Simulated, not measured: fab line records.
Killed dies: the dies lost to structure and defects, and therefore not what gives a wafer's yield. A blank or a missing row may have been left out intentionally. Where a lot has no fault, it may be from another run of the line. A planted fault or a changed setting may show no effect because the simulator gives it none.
A lot that was struck, set against a sound lot    flow sky130    37 out of 708 route steps
Sound: the wafers L569.2, L569.3, L569.5. Wafers struck: L587.1, L587.3, L587.6. The cause comes at the end.
Per side, at each step with rows, come the tool, then ch with its chambers, and then its first start. Under that, the readings that differ: sound wafers    struck wafers    difference of the means    sigmas: that difference in standard deviations of wafers without a fault.
alike: readings with means less than 2 such deviations apart, plus words and numbers identical on both sides. not compared: withheld readings, readings lacking a value on some wafer, bounds such as >300 that could conceal the same value, and numbers that have no deviation in the record and whose values overlap.
Wherever a step has rows on one side only, a row that says differs or no value, or a row with sigmas, the two part there. Numbers that have no deviation but don't overlap get no sigmas and don't part them. Lack of a reading on every wafer of one side parts them only where that side has two or more wafers.

first, 10 steps without rows for these wafers: SKY_LDD_LDN_SOFTBAKE_03 (time 60 s); SKY_LDD_LDN_EXPOSE_04 (exposes mask LDNTM, target cd 700 nm); SKY_LDD_LDN_PEB_05; SKY_LDD_LDN_DEVELOP_06 (develop time 60 s); SKY_LDD_LDN_IMPLANT_08; SKY_LDD_LDN_IMPLANT_09; SKY_LDD_LDN_IMPLANT_10; SKY_LDD_LDN_IMPLANT_11; SKY_LDD_LDN_STRIP_12 (strips in O2/N2); SKY_LDD_LDN_CLEAN_14 (cleans in SC1/SC2, time 150 s).
SKY_SPACER_CVD_00: deposits Si3N4 from DCS/NH3, target thk 43.1 nm, time 740 s.
  sound on lpcvd-02 ch 1, day 25 21:37; struck on lpcvd-02 ch 0, day 30 14:17
reading                                   sound           struck             difference  sigmas
model.Si3N4_of_SPACER_CVD_00.thk-nm (nm)  42.87 43.04 43  30.06 29.94 29.71  -13.07      
SKY_SPACER_THK_MEAS_01:
  sound: film-metro-04 at day 25 22:49; struck: film-metro-01 at day 30 15:30
reading                 sound           struck          difference  sigmas
SPACER_CVD_00_THK (nm)  42.9 43.1 43.0  30.1 29.9 29.7  -13.1       -29
SKY_SPACER_ETCHBACK_02: etches Si3N4 in CH3F/O2, stops on SiO2, time 46.7 s, target depth 45 nm.
  sound on rie-diel-01 ch 0,2, day 25 22:52; struck on rie-diel-02 ch 1,2, day 30 15:34
reading                   sound              struck             difference  sigmas
oes-product-au (a.u.)     0.859 0.850 0.845  0.712 0.704 0.703  -0.145      -24
model.etch.depth-nm (nm)  42.87 43.04 43     30.06 29.94 29.71  -13.07      
  alike: bias-w, drypump-motor-current-A, throttle-valve-pct
  not compared: rf-hours-counter-h
then, 22 steps without rows for these wafers: SKY_POLY_CUT_DEHYDRATE_00 (time 60 s); SKY_POLY_CUT_HMDS_01 (prime time 60 s); SKY_POLY_CUT_COAT_02 (resist thk 60 nm); SKY_POLY_CUT_COAT_03 (resist thk 450 nm); SKY_POLY_CUT_SOFTBAKE_04 (time 90 s); SKY_POLY_CUT_EXPOSE_05 (exposes mask NPCM, target cd 270 nm); SKY_POLY_CUT_PEB_06; SKY_POLY_CUT_DEVELOP_07 (develop time 60 s); SKY_POLY_CUT_ETCH_10 (etches BARC in N2/H2, stops on SiO2, time 45.9 s, target depth 60 nm); SKY_POLY_CUT_ETCH_11 (etches Si3N4 in CF4/CH2F2/Ar, stops on poly-Si, time 42.5 s, target depth 60 nm); SKY_POLY_CUT_STRIP_12 (strips in O2/N2); SKY_SD_P_DEHYDRATE_00 (time 60 s); SKY_SD_P_HMDS_01 (prime time 60 s); SKY_SD_P_COAT_02 (resist thk 1140 nm); SKY_SD_P_SOFTBAKE_03 (time 60 s); SKY_SD_P_EXPOSE_04 (exposes mask PSDM, target cd 380 nm); SKY_SD_P_PEB_05; SKY_SD_P_DEVELOP_06 (develop time 60 s); SKY_SD_P_IMPLANT_09; SKY_SD_P_STRIP_10 (strips in O2/N2); SKY_RES_XHIGH_DEHYDRATE_00 (time 60 s); SKY_RES_XHIGH_HMDS_01 (prime time 60 s).
-- the record jumps here: 5 days lie between the struck wafers' starts before and after (it left off in module RES_XHIGH and takes up again in module SALICIDE, whose first step shown is number 361 of the route) --
SKY_SALICIDE_CLEAN_00: cleans in HF-last, time 30 s.
  sound on wet-bench-04 ch 0, day 30 16:21; struck on wet-bench-04 ch 2, day 35 04:00
reading                                   sound             struck             difference  sigmas
model.Si3N4_of_SPACER_CVD_00.thk-nm (nm)  41.9 42.07 42.03  29.09 28.97 28.74  -13.07      
-- the record jumps here: 16 days lie between the struck wafers' starts before and after (it left off in module SALICIDE and takes up again in module PAD_OPEN, whose first step shown is number 708 of the route) --
SKY_PAD_OPEN_PROBE_99:
  sound: prober-02 at day 47 20:13; struck: prober-01 at day 50 19:52
reading                                  sound              struck             difference  sigmas
model.etest.pfet_01v8.r-on-ohm-um        2847 2864 2940     2508 2418 2408     -439        
model.etest.nfet-g5v0d10v5.r-on-ohm-um   1878 1869 1876     1822 1770 1788     -81         
model.etest.sonos-uncharged.r-on-ohm-um  785 795.7 805.4    740.9 715.6 728.5  -67.0       
model.etest.res-pdiff.line-ohm-um        1304 1302 1302     1321 1327 1327     +22         
model.etest.pfet_01v8.drive-ua-um        196.7 193.1 187.1  227.9 237 237.5    +41.8       
model.etest.nfet_01v8_lvt.drive-ua-um    587.5 574.9 560.1  600 604.6 624.2    +35         
model.etest.sram-pfet-latch.drive-ua-um  148.1 144.9 144.9  173.9 174.3 177.2  +29.2       
  alike: killed_at_M0_to_M3, killed_at_M4_up, killed-at-contacts, killed-at-front-end, killed-at-other, killed-dies, killed-open, killed-short
  not compared: model.etest.pfet-g5v0d10v5.r-on-ohm-um

WHERE THEY PART
Last at SKY_SPACER_ETCHBACK_02 as far as this record goes, first at SKY_SPACER_THK_MEAS_01. Later steps at which nothing parts them and some readings are alike: SKY_PAD_OPEN_PROBE_99.

WHY: whatever the simulator had introduced
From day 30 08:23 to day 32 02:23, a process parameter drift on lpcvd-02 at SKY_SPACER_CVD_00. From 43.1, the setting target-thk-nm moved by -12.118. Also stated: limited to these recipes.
